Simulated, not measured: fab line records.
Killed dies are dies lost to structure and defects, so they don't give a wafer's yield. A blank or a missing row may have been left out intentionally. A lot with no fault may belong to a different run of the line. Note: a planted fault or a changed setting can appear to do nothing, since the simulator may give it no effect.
Problem report in the 8D (eight disciplines) form, filled by code | flow gf180mcu | the parts of the form that need people (team, actions taken, sign-off) are left out

1. THE PROBLEM
Mean of cd nm at GF_HV_LDD_CD_MEAS_46: 412.6 nm over 3 wafers from 1 lot, against 399.2 nm (standard deviation 2.7) on wafers with no fault. That puts it +5.0 standard deviations away from the usual mean.
The step: target cd 400 nm.
Seen first at day 17 17:41 on cd sem-02, wafer L598.1. The record holds 36 wafers of 12 lots with a number at this step. The rule behind "out" and "out of limits": a value lying over 4 standard deviations away from the usual mean. Any other wafer with a number is counted as sound.

2. WHAT IT IS, AND WHAT IT ISN'T
question                    | is                     | is not
which readings at this step | cd nm                  | -
which lots                  | L598                   | L586, L587, L588, L590, L592, L593, L594, L600, L604, L606, L608
which wafers of those lots  | all that have a number | -
read on which gauges        | cd sem-02              | cd sem-01
when                        | from day 17 17:41      | up to then (21 sound wafers); but 12 sound wafers of L600, L604, L606, L608 came after

3. WHAT RULES OUT EACH SUSPECT
Counting: a tool stays on the suspect list if, at a process step up to the reading, it processed all lots that are out and no sound lot following the first of them.
- the gauge at GF_HV_LDD_CD_MEAS_46: kept. All the wafers that are out were read on cd sem-02, and no step on other tools shows them out.
- rie diel-02 at GF_POLY_GATE_ETCH_12 (etches BARC in N2/H2): ruled out as a lasting fault. After its first lot that is out, L598 (day 13 18:50), sound lots L608 ran on it.
- plasma asher-01 at GF_HV_LDD_STRIP_22 (strips in O2/N2): ruled out as a lasting fault. After its first lot that is out, L598 (day 15 19:38), sound lots L604 ran on it.
- litho track-03 at GF_HV_LDD_DEVELOP_45 (develop time 60 s): kept. It ran the lot that is out, L598 (day 17 17:32), and no sound lot after that; its last sound lot up to then is L593 (day 14 21:38).
Left after counting: litho track-03 at GF_HV_LDD_DEVELOP_45, cd sem-02 at GF_HV_LDD_CD_MEAS_46.

4. THE CAUSE (what the simulator had put in)
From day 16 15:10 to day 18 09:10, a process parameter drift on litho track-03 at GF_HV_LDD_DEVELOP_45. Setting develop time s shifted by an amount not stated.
Counting left 2 suspects, and this tool is among them.

5. THE EFFECT CHAIN, in route order
Each row: a reading where the mean over the struck wafers with a number is more than 3 standard deviations away from the usual. Only readings whose record carries a usual standard deviation are examined. hours: median over the lots of the time between each lot's start at the first step of this table that gives one and its start at this step. sigmas: the change, counted in usual standard deviations.
hours | step                 | reading | usual    | on struck wafers | change | sigmas
0     | GF_HV_LDD_CD_MEAS_46 | cd nm   | 399.2 nm | 412.6            | +13.4  | +5.0

6. HOW IT WOULD HAVE BEEN CAUGHT EARLIER
In this record the first reading out of limits at a measuring or inspecting step was taken at day 17 17:41, 27 hours after the fault began at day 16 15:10.
Of the tool readings at GF_HV_LDD_DEVELOP_45 for which the record gives a usual standard deviation, none was out on any struck wafer, so an alarm limit of 4 standard deviations on them would not have fired.
The start of GF_HV_LDD_DEVELOP_45 on litho track-03 came by day 17 17:41 for every one of the lots that are out (1). None of them would have been spared by holding the tool at that moment.
